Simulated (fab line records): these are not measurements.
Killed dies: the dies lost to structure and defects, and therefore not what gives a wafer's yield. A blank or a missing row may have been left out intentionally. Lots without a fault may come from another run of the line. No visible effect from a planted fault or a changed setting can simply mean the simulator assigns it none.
fab line records ; flow gf180mcu ; part 2 of 2: steps 26 to 36 of 36
[record] lots = 5; wafers = 15; lastDay = 34
route steps=602 shown V3@441 M4@456 V4@476
lots that met no fault: from a run of the same line without faults
startH: start of the lot's first displayed wafer, in hours after the record's first day ; waitH: hours elapsed since this lot's preceding step ; " the same as in the row above ; L1.1+2: a single row standing in for several wafers ; - no value, or no start given ; * or withheld: withheld ; < > ~ a bound
route shown NAME@n: NAME is a module with steps in the file, n the number in the route of the first one ; usual: mean/standard deviation of fault-free wafers ; same: alike in all rows ; chamber/n: place in a boat ; sites: each site's reading ; _std_site: their standard deviation ; _edge_site: mean of outer sites minus mean of inner sites ; radiusMm: how far each site lies from the wafer's centre ; mask NAME#n: copy n ; behind: tool/chamber where the wafer was last shaped ; hold: cause of the lot's hold/its duration in hours/its outcome ; device: the transistor (n, p or np) that didn't switch ; end of line: the same wafers' tests at the end of the route ; a step without rows: its recipe alone ; killed: at the first sort, the dies lost to defects and structure; wafer yield is something else ; map: shows each die of a wafer: x if killed, . if not, _ if none is there
set.NAME: the run value of the setting; set.NAME@STEP: its run value at that earlier step ; model.NAME: the simulator's own value behind a step, which no gauge read
lots at some steps of the route; a table a step, a row a wafer
services: the hour from which a tool's chamber was out of use, counted from the record's first day as startH (under 0 if before that day), plus the number of hours and why
[[steps]]
[step GF_M4_SOFTBAKE_10]
[recipe] tempC = 130; timeS = 60; resist = KrF
lot.wafer;tool;chamber;startH;waitH
L077.2+3+4;lithoTrack-02;0;547.45;0.1
L080.2+4+5;lithoTrack-04;0;577.53;0.1
L082.2+5+6;lithoTrack-01;0;594.09;0.1
L085.1+5+6;lithoTrack-04;0;614.91;0.1
L096.2+4+5;lithoTrack-01;0;691.44;0.1
[step GF_M4_EXPOSE_11]
[recipe] maskId = Metal4; targetCdNm = 280; na = 0.68; sourceShape = conventional; sigmaOuter = 0.6; doseMj = 28
[usual] reticleTempC = 22.99/0.12
lot.wafer;tool;chamber;startH;waitH;mask;reticleTempC
L077.2;krfScanner-01;0;-;-;Metal4#0;23.02
L077.3;krfScanner-01;0;-;-;Metal4#0;23.10
L077.4;krfScanner-01;0;-;-;Metal4#0;23.04
L080.2;krfScanner-01;0;-;-;Metal4#0;23.12
L080.4;krfScanner-01;0;-;-;Metal4#0;22.95
L080.5;krfScanner-01;0;-;-;Metal4#0;22.96
L082.2;krfScanner-01;0;-;-;Metal4#0;22.95
L082.5;krfScanner-01;0;-;-;Metal4#0;23.04
L082.6;krfScanner-01;0;-;-;Metal4#0;22.90
L085.1;krfScanner-02;0;-;-;Metal4#0;23.13
L085.5;krfScanner-02;0;-;-;Metal4#0;23.04
L085.6;krfScanner-02;0;-;-;Metal4#0;22.98
L096.2;krfScanner-01;0;-;-;Metal4#0;23.01
L096.4;krfScanner-01;0;-;-;Metal4#0;22.79
L096.5;krfScanner-01;0;-;-;Metal4#0;23.00
[step GF_M4_PEB_12]
[recipe] pebTempC = 135; pebTimeS = 90; resist = KrF
lot.wafer;tool;chamber;startH;waitH
L077.2+3+4;lithoTrack-01;0;-;-
L080.2+4+5;lithoTrack-01;0;-;-
L082.2+5+6;lithoTrack-02;0;-;-
L085.1+5+6;lithoTrack-02;0;-;-
L096.2+4+5;lithoTrack-04;0;-;-
[step GF_M4_DEVELOP_13]
[recipe] developTimeS = 60; devTempC = 21
lot.wafer;tool;chamber;startH;waitH
L077.2+3+4;lithoTrack-01;0;558.49;0.2
L080.2+4+5;lithoTrack-01;0;588.54;0.2
L082.2+5+6;lithoTrack-02;0;604.30;0.2
L085.1+5+6;lithoTrack-02;0;625.03;0.2
L096.2+4+5;lithoTrack-04;0;700.48;0.2
[step GF_M4_CD_MEAS_14]
[recipe] targetCdNm = 280
[usual] cdNm = 280.4/1.3
lot.wafer;tool;chamber;startH;waitH;cdNm
L077.2;cdSem-02;-;558.64;0.1;281.1
L077.3;cdSem-02;-;558.64;0.1;282.1
L077.4;cdSem-02;-;558.64;0.1;281.4
L080.2;cdSem-02;-;588.69;0.1;281.2
L080.4;cdSem-02;-;588.69;0.1;280.9
L080.5;cdSem-02;-;588.69;0.1;281.7
L082.2;cdSem-01;-;604.45;0.1;281.0
L082.5;cdSem-01;-;604.45;0.1;280.9
L082.6;cdSem-01;-;604.45;0.1;280.2
L085.1;cdSem-01;-;625.18;0.1;281.5
L085.5;cdSem-01;-;625.18;0.1;281.1
L085.6;cdSem-01;-;625.18;0.1;281.9
L096.2;cdSem-01;-;700.63;0.1;279.7
L096.4;cdSem-01;-;700.63;0.1;279.5
L096.5;cdSem-01;-;700.63;0.1;280.4
[step GF_M4_OVL_MEAS_15]
[usual] M4_OVL = 3/6.2
lot.wafer;tool;chamber;startH;waitH;M4_OVL[nm]
L077.2;overlay-02;-;558.74;0.1;-2
L077.3;overlay-02;-;558.74;0.1;9
L077.4;overlay-02;-;558.74;0.1;-1
L080.2;overlay-02;-;588.79;0.1;5
L080.4;overlay-02;-;588.79;0.1;5
L080.5;overlay-02;-;588.79;0.1;10
L082.2;overlay-02;-;604.55;0.1;-3
L082.5;overlay-02;-;604.55;0.1;-1
L082.6;overlay-02;-;604.55;0.1;4
L085.1;overlay-01;-;625.30;0.1;11
L085.5;overlay-01;-;625.30;0.1;13
L085.6;overlay-01;-;625.30;0.1;-2
L096.2;overlay-02;-;700.73;0.1;3
L096.4;overlay-02;-;700.73;0.1;-5
L096.5;overlay-02;-;700.73;0.1;11
[step GF_M4_METAL_ETCH_16]
[recipe] chemistry = Cl2/BCl3; maskMaterial = KrF; targetDepthNm = 750.8; stopOn = SiO2; pressureMtorr = 8; icpW = 800; biasW = 140; Cl2_flow_sccm = 80; bcl3FlowSccm = 40; timeS = 125.1
[usual] chamberPressureMTorr = 8.000/0.007; drypumpMotorCurrentA = 5.63/0.25; oesProductAu = 0.989/0.0062; throttleValvePct = 28.230/0.01
lot.wafer;tool;chamber;startH;waitH;chamberPressureMTorr;drypumpMotorCurrentA;oesProductAu;rfHoursCounterH;throttleValvePct
L077.2;rieMetal-02;0;558.81;0.1;8.005;5.86;0.984;-;28.229
L077.3;rieMetal-02;0;558.81;0.1;8.001;5.85;0.986;-;28.225
L077.4;rieMetal-02;0;558.81;0.1;7.990;5.85;0.985;-;28.221
L080.2;rieMetal-01;0;588.82;0.0;7.993;5.55;0.992;12;28.234
L080.4;rieMetal-01;0;588.82;0.0;7.997;5.56;0.980;-;28.227
L080.5;rieMetal-01;1;588.82;0.0;8.002;5.56;0.989;-;28.214
L082.2;rieMetal-02;1;604.58;0.0;8.006;5.92;0.988;12;28.224
L082.5;rieMetal-02;0;604.58;0.0;7.999;5.89;0.985;-;28.230
L082.6;rieMetal-02;1;604.58;0.0;7.987;5.88;0.987;-;28.257
L085.1;rieMetal-02;1;625.33;0.0;7.997;5.88;0.981;14;28.226
L085.5;rieMetal-02;1;625.33;0.0;8.002;5.87;0.989;-;28.230
L085.6;rieMetal-02;0;625.33;0.0;7.991;5.88;0.967;-;28.236
L096.2;rieMetal-01;0;700.76;0.0;8.000;5.56;0.984;2;28.236
L096.4;rieMetal-01;0;700.76;0.0;7.999;5.55;0.986;-;28.245
L096.5;rieMetal-01;1;700.76;0.0;7.998;5.56;0.998;-;28.214
[step GF_M4_STRIP_17]
[recipe] chemistry = O2/N2; powerW = 1400; pressureMtorr = 1500; platenTempC = 250; o2FlowSccm = 3000; n2FlowSccm = 300; overashFraction = 0.5
[usual] chamberPressureMTorr = 1500.1/1.4; drypumpMotorCurrentA = 5.7/0.58; heaterPowerW = 317/58; oesProductAu = 0.537/0.0049; stripTimeToEndpointS = 7.38/0.045
lot.wafer;tool;chamber;startH;waitH;chamberPressureMTorr;drypumpMotorCurrentA;heaterPowerW;oesProductAu;rfHoursCounterH;stripTimeToEndpointS
L077.2;plasmaAsher-03;0;559.03;0.2;1500.3;5.9;456;0.539;97;7.41
L077.3;plasmaAsher-03;0;559.03;0.2;1501.4;6.0;443;0.547;-;7.40
L077.4;plasmaAsher-03;1;559.03;0.2;1498.0;6.5;330;0.538;-;7.39
L080.2;plasmaAsher-01;0;588.95;0.1;1504.2;5.6;278;0.526;16;7.34
L080.4;plasmaAsher-01;1;588.95;0.1;1499.2;4.9;288;0.527;-;7.34
L080.5;plasmaAsher-01;1;588.95;0.1;1497.4;4.9;289;0.525;-;7.31
L082.2;plasmaAsher-03;0;604.71;0.1;1501.4;5.9;438;0.537;102;7.39
L082.5;plasmaAsher-03;1;604.71;0.1;1501.0;6.5;341;0.539;-;7.41
L082.6;plasmaAsher-03;0;604.71;0.1;1498.7;5.9;447;0.539;-;7.41
L085.1;plasmaAsher-01;0;625.46;0.1;1500.2;5.6;266;0.538;20;7.44
L085.5;plasmaAsher-01;0;625.46;0.1;1499.0;5.5;270;0.539;-;7.42
L085.6;plasmaAsher-01;1;625.46;0.1;1500.4;4.9;287;0.554;-;7.48
L096.2;plasmaAsher-01;1;700.89;0.1;1499.2;4.9;291;0.542;28;7.43
L096.4;plasmaAsher-01;1;700.89;0.1;1499.5;4.9;287;0.537;-;7.40
L096.5;plasmaAsher-01;0;700.89;0.1;1497.9;5.6;270;0.532;-;7.30
[step GF_M4_STRIP_18]
[recipe] chemistry = postEtchResidueRemover; timeS = 1200; tempC = 72.5
lot.wafer;tool;chamber;startH;waitH
L077.2+3+4;wetBench-04;2;559.13;0.1
L080.2+4+5;wetBench-02;3;589.05;0.1
L082.2+5+6;wetBench-02;1;604.81;0.1
L085.1+5+6;wetBench-01;1;625.56;0.1
L096.2+4+5;wetBench-04;1;700.99;0.1
[step GF_M4_CLEAN_19]
[recipe] chemistry = DIW; dry = n2Spin
lot.wafer;tool;chamber;startH;waitH
L077.2+3+4;wetBench-01;3;559.50;0.0
L080.2+4+5;wetBench-01;0;589.39;0.0
L082.2+5+6;wetBench-01;1;605.15;0.0
L085.1+5+6;wetBench-02;2;626.00;0.0
L096.2+4+5;wetBench-01;3;701.37;0.0
[step GF_V4_CVD_00]
[recipe] material = SiO2; targetThkNm = 600; sigmaOpenFrac = 0.3; tempC = 400; timeS = 100; sih4FlowSccm = 60; pressureMtorr = 6
lot.wafer;tool;chamber;startH;waitH
L077.2+3+4;hdpcvd-02;0,2,1;559.60;0.0
L080.2+4+5;hdpcvd-02;1,1,2;589.48;0.0
L082.2+5+6;hdpcvd-01;2,0,1;605.25;0.0
L085.1+5+6;hdpcvd-01;2,2,1;626.10;0.0
L096.2+4+5;hdpcvd-01;0,2,1;701.46;0.0
[[services]]
tool;chamber;startH;hours;kind
pvdSputter-03;-;516.40;0.7;repair
rieMetal-02;1;516.55;48.8;repair
pvdSputter-02;-;522.85;1.7;repair
pvdSputter-03;-;532.08;1.2;repair
cmp-01;-;540.60;4.4;pm
krfScanner-01;-;546.26;1.0;pm
pvdSputter-04;-;556.05;2.8;repair
rieDiel-02;0;556.39;5.3;repair
pvdSputter-03;-;570.37;10.8;repair
krfScanner-01;-;572.09;1.3;pm
krfScanner-01;-;583.16;0.2;repair
pvdSputter-01;-;594.80;1.5;repair
pvdSputter-04;-;595.08;6.9;repair
cmp-01;-;597.85;6.1;pm
pvdSputter-01;-;603.62;1.2;repair
wetBench-01;-;614.23;2.3;repair
krfScanner-01;-;615.93;0.8;pm
rieDiel-02;3;620.33;8.1;repair
cmp-01;-;635.94;0.5;repair
plasmaAsher-01;-;650.32;5.0;repair
plasmaAsher-01;-;651.49;1.4;repair
pvdSputter-04;-;652.13;1.0;repair
rieDiel-02;2;652.52;7.8;repair
rieDiel-02;-;659.01;0.4;repair
